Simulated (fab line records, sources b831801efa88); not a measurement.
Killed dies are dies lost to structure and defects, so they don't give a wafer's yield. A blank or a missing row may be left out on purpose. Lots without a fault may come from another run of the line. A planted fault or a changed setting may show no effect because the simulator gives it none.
fab line records | flow sky130
record lots=12 wafers=36 last_day=51
route steps=708 shown POLY_GATE@230 LDD_HVN@273 LDD_LDN@301
lots that met no fault: from a run of the same line without faults
start_h: hours from the record's first day to the start of the lot's first wafer shown | wait_h: hours since the lot's step before | " the same as in the row above | L1.1+2: a row that stands for several wafers | - no value, or no start given | * or withheld: withheld | < > ~ a bound
route shown NAME@n: a module of which the file shows steps, and the number in the route of the first | usual: mean/standard deviation of fault-free wafers | same: alike in all rows | chamber/n: place in a boat | sites: the reading at each site | _std_site: their standard deviation | _edge_site: outer sites' mean less inner sites' | radius_mm: how far each site lies from the wafer's centre | mask NAME#n: copy n | behind: the tool/chamber that last shaped the wafer | hold: why the lot was held/for how many hours/how that ended | device: the transistor (n, p or np) that didn't switch | end of line: the same wafers' tests at the end of the route | a step without rows: its recipe alone | killed: dies lost to structure and defects at the first sort, not the wafer's yield | map: a wafer's dies, x killed, . not, _ none there
set.NAME: the setting as run; set.NAME@STEP: as run at that earlier step | model.NAME: the simulator's own value behind a step, which no gauge read
steps of the route over a sample of lots; a table a step, a row a wafer
services: from which hour (start_h, from the record's first day; less than 0 if before it) a tool's chamber was out of use, for how many hours, and why
## steps
# step SKY_POLY_GATE_ETCH_16
# recipe stop_on=poly-Si chemistry=CH3F/O2 target=Si3N4 source_w=400 bias_w=80 pressure_mtorr=25 ch3f_flow_sccm=40 O2_flow_sccm=30 time_s=147.5 target_depth_a=750
# usual drypump_motor_current_A=5.6/0.47 oes_product_au=0.642/0.0054 throttle_valve_pct=10.535/0.0084
# columns lot.wafer tool chamber start_h wait_h drypump_motor_current_A oes_product_au rf_hours_counter_h throttle_valve_pct
L324.1 rie_diel-01 3 396.61 0.0 6.0 0.630 4 10.527
L324.5 " 2 " " 4.7 0.651 - 10.537
L324.6 " 3 " " 5.9 0.643 - 10.535
L326.2 rie_diel-03 0 407.05 0.0 5.5 0.636 16 10.529
L326.4 " 1 " " 5.3 0.627 2 10.531
L326.5 " 2 " " 5.6 0.640 - 10.523
L328.3 rie_diel-01 0 417.25 0.0 6.3 0.642 4 10.545
L328.5 " 2 " " 4.7 0.638 - 10.529
L328.6 " 1 " " 5.2 0.644 - 10.539
L329.1 rie_diel-03 1 433.39 0.0 5.2 0.642 2 10.535
L329.3 " 2 " " 5.6 0.642 88 10.544
L329.6 " 1 " " 5.2 0.635 - 10.538
L331.1 rie_diel-01 3 451.64 0.0 6.0 0.645 5 10.524
L331.2 " 1 " " 5.2 0.642 35 10.527
L331.5 " 2 " " 4.7 0.648 - 10.528
L334.2 rie_diel-03 0 475.36 0.0 5.4 0.630 17 10.559
L334.4 " 1 " " 5.2 0.643 3 10.542
L334.6 " 2 " " 5.7 0.655 - 10.534
L335.3 rie_diel-02 2 484.10 0.0 5.7 0.650 86 10.538
L335.4 " 3 " " 5.7 0.637 0 10.518
L335.6 " 2 " " 5.7 0.648 - 10.549
L337.2 rie_diel-01 0 500.99 0.0 6.3 0.641 5 10.527
L337.3 " 3 " " 5.9 0.645 6 10.531
L337.5 " 1 " " 5.2 0.639 - 10.548
L340.3 rie_diel-01 1 524.69 0.0 5.2 0.643 37 10.539
L340.4 " 0 " " 6.3 0.636 6 10.538
L340.6 " 1 " " 5.2 0.642 - 10.535
L343.1 rie_diel-02 1 575.31 0.0 5.9 0.645 14 10.539
L343.3 " 3 " " 5.7 0.644 2 10.527
L343.6 " 2 " " 5.7 0.647 - 10.554
L345.1 rie_diel-03 2 593.95 0.0 5.6 0.646 1 10.543
L345.2 " 0 " " 5.5 0.641 19 10.521
L345.4 " 1 " " 5.2 0.646 5 10.543
L344.1 rie_diel-01 0 597.45 0.0 6.3 0.633 8 10.523
L344.3 " 3 " " 6.0 0.634 8 10.543
L344.4 " 2 " " 4.7 0.649 20 10.545
# step SKY_POLY_GATE_STRIP_18
# recipe chemistry=O2/N2 power_w=1400 pressure_mtorr=1500 platen_temp_c=withheld o2_flow_sccm=3000 n2_flow_sccm=300 overash_fraction=0.5
# usual drypump_motor_current_A=5.7/0.48 n2_flow_sccm=300.0/0.87 oes_product_au=0.360/0.0047 strip_time_to_endpoint_s=3.163/0.027
# columns lot.wafer tool chamber start_h wait_h drypump_motor_current_A n2_flow_sccm oes_product_au rf_hours_counter_h strip_time_to_endpoint_s
L324.1 plasma_asher-01 1 396.76 0.0 5.9 299.6 0.360 69 3.145
L324.5 " 1 " " 5.9 297.7 0.360 - 3.161
L324.6 " 0 " " 5.5 298.8 0.362 - 3.132
L326.2 plasma_asher-01 0 407.21 0.0 5.5 298.9 0.357 70 3.135
L326.4 " 1 " " 5.9 300.7 0.361 - 3.095
L326.5 " 1 " " 5.9 300.0 0.359 - 3.160
L328.3 plasma_asher-02 0 417.43 0.1 5.7 300.4 0.361 - 3.172
L328.5 " 0 " " 5.7 300.0 0.364 - 3.210
L328.6 " 1 " " 4.8 301.1 0.364 - 3.174
L329.1 plasma_asher-02 1 433.55 0.0 4.9 299.5 0.360 33 3.143
L329.3 " 1 " " 4.8 300.0 0.358 - 3.200
L329.6 " 0 " " 5.7 300.0 0.361 - 3.118
L331.1 plasma_asher-01 0 451.80 0.0 5.5 300.3 0.365 75 3.163
L331.2 " 1 " " 5.9 300.0 0.359 75 3.159
L331.5 " 1 " " 5.9 299.2 0.369 - 3.198
L334.2 plasma_asher-03 1 475.51 0.0 5.5 300.0 0.358 67 3.134
L334.4 " 0 " " 6.5 299.6 0.361 - 3.111
L334.6 " 1 " " 5.5 298.3 0.359 - 3.162
L335.3 plasma_asher-02 0 484.29 0.1 5.8 300.2 0.355 - 3.183
L335.4 " 1 " " 4.9 300.7 0.354 - 3.187
L335.6 " 1 " " 4.9 300.0 0.352 - 3.188
L337.2 plasma_asher-02 0 501.15 0.0 5.7 300.7 0.359 40 3.143
L337.3 " 0 " " 5.7 300.6 0.356 - 3.139
L337.5 " 1 " " 4.9 300.9 0.360 - 3.153
L340.3 plasma_asher-01 1 524.88 0.1 5.9 300.3 0.365 - 3.159
L340.4 " 0 " " 5.5 299.1 0.357 - 3.154
L340.6 " 1 " " 5.9 299.4 0.358 - 3.158
L343.1 plasma_asher-01 0 575.46 0.0 5.5 300.8 0.357 87 3.157
L343.3 " 1 " " 6.0 299.0 0.362 - 3.178
L343.6 " 0 " " 5.5 301.3 0.355 - 3.196
L345.1 plasma_asher-03 1 594.11 0.0 5.5 299.6 0.365 78 3.188
L345.2 " 0 " " 6.5 300.3 0.358 78 3.152
L345.4 " 0 " " 6.5 299.5 0.368 - 3.131
L344.1 plasma_asher-01 0 597.61 0.0 5.5 299.1 0.358 89 3.151
L344.3 " 0 " " 5.5 299.5 0.359 - 3.139
L344.4 " 1 " " 5.9 299.6 0.355 - 3.179
# step SKY_LDD_HVN_DEVELOP_06
# recipe resist=NOVOLAK developer=TMAH develop_time_s=60 dev_temp_c=23
# usual developer_temp_C=22.98/0.1 exhaust_pa=45.0/0.88
# columns lot.wafer tool chamber start_h wait_h developer_temp_C exhaust_pa
L324.1 litho_track-04 0 492.76 0.1 22.99 45.4
L324.5 " 0 " " 22.97 45.3
L324.6 " 0 " " 23.11 46.4
L326.2 litho_track-02 0 502.60 0.1 22.91 45.1
L326.4 " 0 " " 23.05 44.9
L326.5 " 0 " " 22.75 43.9
L328.3 litho_track-04 0 512.76 0.1 22.95 44.7
L328.5 " 0 " " 22.96 42.8
L328.6 " 0 " " 22.72 44.2
L329.1 litho_track-01 0 528.71 0.1 22.86 45.3
L329.3 " 0 " " 22.97 45.7
L329.6 " 0 " " 23.00 43.8
L331.1 litho_track-04 0 548.21 0.1 23.06 44.8
L331.2 " 0 " " 22.99 43.2
L331.5 " 0 " " 23.09 43.9
L334.2 litho_track-04 0 568.98 0.1 21.98 45.3
L334.4 " 0 " " 21.96 43.9
L334.6 " 0 " " 21.97 45.8
L335.3 litho_track-02 0 576.87 0.1 22.85 45.7
L335.4 " 0 " " 22.94 45.1
L335.6 " 0 " " 22.86 44.6
L337.2 litho_track-04 0 594.43 0.1 22.06 45.5
L337.3 " 0 " " 21.98 45.1
L337.5 " 0 " " 21.90 44.0
L340.3 litho_track-02 0 616.47 0.1 22.99 45.3
L340.4 " 0 " " 22.94 45.4
L340.6 " 0 " " 23.07 46.6
L343.1 litho_track-04 0 665.26 0.1 22.96 45.0
L343.3 " 0 " " 22.98 46.5
L343.6 " 0 " " 22.86 45.0
L345.1 litho_track-04 0 683.36 0.1 23.03 43.6
L345.2 " 0 " " 22.98 43.2
L345.4 " 0 " " 23.00 43.3
L344.1 litho_track-04 0 684.86 0.1 22.88 43.3
L344.3 " 0 " " 22.94 44.3
L344.4 " 0 " " 23.17 43.1
# step SKY_LDD_LDN_STRIP_12
# recipe chemistry=O2/N2 power_w=1400 pressure_mtorr=1500 platen_temp_c=withheld o2_flow_sccm=3000 n2_flow_sccm=300 overash_fraction=0.5
# usual drypump_motor_current_A=5.9/0.56 n2_flow_sccm=300.0/0.76 oes_product_au=0.715/0.0045 strip_time_to_endpoint_s=14.36/0.036
# columns lot.wafer tool chamber start_h wait_h drypump_motor_current_A n2_flow_sccm oes_product_au rf_hours_counter_h strip_time_to_endpoint_s
L324.1 plasma_asher-04 1 555.16 0.1 6.0 299.6 0.716 13 14.32
L324.5 " 1 " " 6.0 300.2 0.722 - 14.34
L324.6 " 0 " " 6.4 300.5 0.724 - 14.34
L326.2 plasma_asher-02 1 564.49 0.1 4.9 301.2 0.710 46 14.35
L326.4 " 0 " " 5.7 299.8 0.713 - 14.37
L326.5 " 0 " " 5.7 299.9 0.713 - 14.40
L328.3 plasma_asher-03 0 572.14 0.1 6.5 299.6 0.711 - 14.33
L328.5 " 1 " " 5.5 300.9 0.726 - 14.30
L328.6 " 0 " " 6.5 300.4 0.724 - 14.34
L329.1 plasma_asher-03 0 587.91 0.1 6.5 300.6 0.710 78 14.33
L329.3 " 1 " " 5.5 299.8 0.726 - 14.35
L329.6 " 0 " " 6.5 301.1 0.719 - 14.33
L331.1 plasma_asher-02 1 608.44 0.1 4.9 300.6 0.719 51 14.37
L331.2 " 0 " " 5.7 298.9 0.719 51 14.38
L331.5 " 0 " " 5.7 299.1 0.712 - 14.34
L334.2 plasma_asher-04 0 629.25 0.1 6.4 299.3 0.720 20 14.39
L334.4 " 0 " " 6.5 298.8 0.709 - 14.38
L334.6 " 0 " " 6.4 300.5 0.727 - 14.41
L335.3 plasma_asher-04 0 641.52 0.1 6.5 299.4 0.720 - 14.40
L335.4 " 1 " " 6.0 299.0 0.712 - 14.41
L335.6 " 0 " " 6.5 301.3 0.711 - 14.41
L337.2 plasma_asher-03 0 653.26 0.1 6.5 299.2 0.712 84 14.32
L337.3 " 0 " " 6.6 299.9 0.718 - 14.33
L337.5 " 1 " " 5.5 300.4 0.716 - 14.33
L340.3 plasma_asher-04 1 673.44 0.1 6.0 299.6 0.715 - 14.38
L340.4 " 0 " " 6.5 301.2 0.719 - 14.35
L340.6 " 0 " " 6.4 301.4 0.712 - 14.40
L343.1 plasma_asher-03 0 722.22 0.1 6.5 300.7 0.712 93 14.37
L343.3 " 0 " " 6.5 300.1 0.712 - 14.35
L343.6 " 1 " " 5.5 300.1 0.713 - 14.41
L345.1 plasma_asher-03 0 740.25 0.1 6.5 299.6 0.718 95 14.40
L345.2 " 1 " " 5.5 300.6 0.718 95 14.36
L345.4 " 0 " " 6.5 301.3 0.715 - 14.34
L344.1 plasma_asher-03 0 740.99 0.1 6.5 300.8 0.717 95 14.37
L344.3 " 0 " " 6.5 300.5 0.715 - 14.32
L344.4 " 1 " " 5.5 299.6 0.717 - 14.34
## services
# columns tool chamber start_h hours kind
rie_diel-03 1 372.79 12.8 repair
plasma_asher-04 - 405.42 1.8 repair
rie_diel-01 3 413.34 5.1 repair
plasma_asher-04 - 421.25 9.0 pm
plasma_asher-03 - 443.10 3.8 repair
plasma_asher-01 - 453.39 2.4 repair
rie_diel-03 - 462.14 0.3 repair
plasma_asher-01 - 470.93 2.8 pm
plasma_asher-02 - 479.13 0.7 repair
plasma_asher-03 - 494.85 0.6 repair
rie_diel-03 2 500.49 11.0 repair
rie_diel-03 3 511.68 1.7 repair
rie_diel-03 1 571.21 10.0 repair
plasma_asher-04 - 595.26 1.8 repair
rie_diel-03 - 598.55 2.8 pm
rie_diel-03 0 602.15 2.0 repair
plasma_asher-04 - 614.38 3.8 repair
rie_diel-03 3 614.73 10.0 repair
plasma_asher-02 - 657.76 7.0 repair
plasma_asher-02 - 664.72 15.6 pm
rie_diel-03 1 679.71 2.7 repair
plasma_asher-02 - 706.14 21.4 repair
plasma_asher-01 - 718.63 0.3 repair
plasma_asher-01 - 733.75 9.0 pm
## key
first_sign step=SKY_LDD_HVN_DEVELOP_06 reading=developer_temp_C direction=down sigmas=9.6 usual=* struck=*
effect none on later readings
met_at SKY_LDD_HVN_DEVELOP_06
struck_lots L334,L337
tester_left_out L334,L337
not_acting_at SKY_POLY_GATE_ETCH_16,SKY_POLY_GATE_STRIP_18,SKY_LDD_LDN_STRIP_12
onset_between 548.21 568.98
fault kind=process_parameter_drift tool=litho_track-04 chamber=- onset_h=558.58 steps=SKY_LDD_HVN_DEVELOP_06 channel=dev_temp_c offset=* shape=step end_h=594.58 acts_in=* stated=*
# tester_left_out: of these lots the tester's yield and bins aren't shown, on N5 and GAA mostly nor the transistor test; their killed dies are dies lost to structure and defects alone, not to doping, threshold or leakage, so they don't give the yield
